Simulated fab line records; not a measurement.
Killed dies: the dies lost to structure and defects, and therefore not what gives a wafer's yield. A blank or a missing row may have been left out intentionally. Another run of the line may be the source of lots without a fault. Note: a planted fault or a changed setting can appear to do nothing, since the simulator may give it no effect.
Matching of chambers + flow sky130 + SKY_CAPM_CVD_00 on pecvd-03 has 3 sister chambers
The step deposits SiO2, target thk 15.5 nm. 24 wafers are shown with their chamber, then 12 later ones without.

WAFERS, EACH WITH ITS CHAMBER
| wafer  | chamber | rf-fwd-power-W (W) | heater-power-w (W) |
|--------|---------|--------------------|--------------------|
| L076.2 | 2       | 438.3              | 705                |
| L076.3 | 1       | 445.3              | 765                |
| L076.6 | 0       | 440.1              | 491                |
| L077.1 | 0       | 437.3              | 594                |
| L077.4 | 1       | 445.0              | 810                |
| L077.6 | 2       | 438.7              | 642                |
| L078.2 | 0       | 441.0              | 567                |
| L078.5 | 0       | 439.5              | 587                |
| L078.6 | 2       | 439.2              | 682                |
| L082.2 | 0       | 439.6              | 533                |
| L082.3 | 2       | 440.1              | 665                |
| L082.6 | 2       | 439.6              | 649                |
| L083.1 | 1       | 443.6              | 689                |
| L083.5 | 1       | 444.0              | 696                |
| L083.6 | 0       | 440.6              | 514                |
| L084.1 | 2       | 438.5              | 628                |
| L084.3 | 1       | 441.7              | 814                |
| L084.5 | 1       | 443.2              | 794                |
| L085.1 | 0       | 440.4              | 601                |
| L085.2 | 1       | 444.0              | 776                |
| L085.3 | 0       | 439.0              | 618                |
| L087.3 | 0       | 439.1              | 593                |
| L087.4 | 2       | 438.6              | 678                |
| L087.6 | 2       | 439.7              | 662                |

SIGNATURES (means of the wafers above)
| reading        | chamber 0 | chamber 1 | chamber 2 | scatter within a chamber |
|----------------|-----------|-----------|-----------|--------------------------|
| rf-fwd-power-W | 439.622   | 443.829   | 439.087   | 1.01                     |
| heater-power-w | 566.44    | 763.43    | 663.88    | 41.1                     |
Rule: distance of a wafer from a chamber = root of the sum over the readings of ((wafer's reading minus chamber's mean) / reading's scatter) squared. If the next closest chamber is less than 2 further off than the closest, the wafer can't be placed; otherwise it belongs to the closest. The scatter is the square root of a quotient: the sum, over the shown wafers, of each reading's squared deviation from its chamber's mean, divided by wafers minus chambers.

WAFERS WITHOUT THEIR CHAMBER
| wafer  | rf-fwd-power-W (W) | heater-power-w (W) |
|--------|--------------------|--------------------|
| L088.2 | 439.0              | 590                |
| L088.3 | 443.0              | 741                |
| L088.5 | 444.9              | 747                |
| L089.4 | 440.6              | 538                |
| L089.5 | 438.8              | 621                |
| L089.6 | 443.8              | 734                |
| L091.4 | 441.7              | 712                |
| L091.5 | 436.8              | 644                |
| L091.6 | 439.5              | 612                |
| L097.1 | 441.6              | 731                |
| L097.3 | 441.6              | 547                |
| L097.5 | 440.1              | 550                |

WHICH CHAMBER EACH WENT THROUGH
| wafer  | from the rows above          | in truth |
|--------|------------------------------|----------|
| L088.2 | can't be placed: 0 or 2      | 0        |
| L088.3 | 1                            | 1        |
| L088.5 | 1                            | 1        |
| L089.4 | 0                            | 0        |
| L089.5 | can't be placed: 2 or 0      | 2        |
| L089.6 | 1                            | 1        |
| L091.4 | can't be placed: 1 or 2 or 0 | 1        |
| L091.5 | can't be placed: 2 or 0      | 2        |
| L091.6 | can't be placed: 0 or 2      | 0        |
| L097.1 | can't be placed: 1 or 2      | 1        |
| L097.3 | can't be placed: 0 or 2      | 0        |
| L097.5 | 0                            | 0        |
Placed correctly: 5 of 12. Not placeable from these rows: 7 (in 7, the candidates include the true chamber). Wrongly placed: 0.
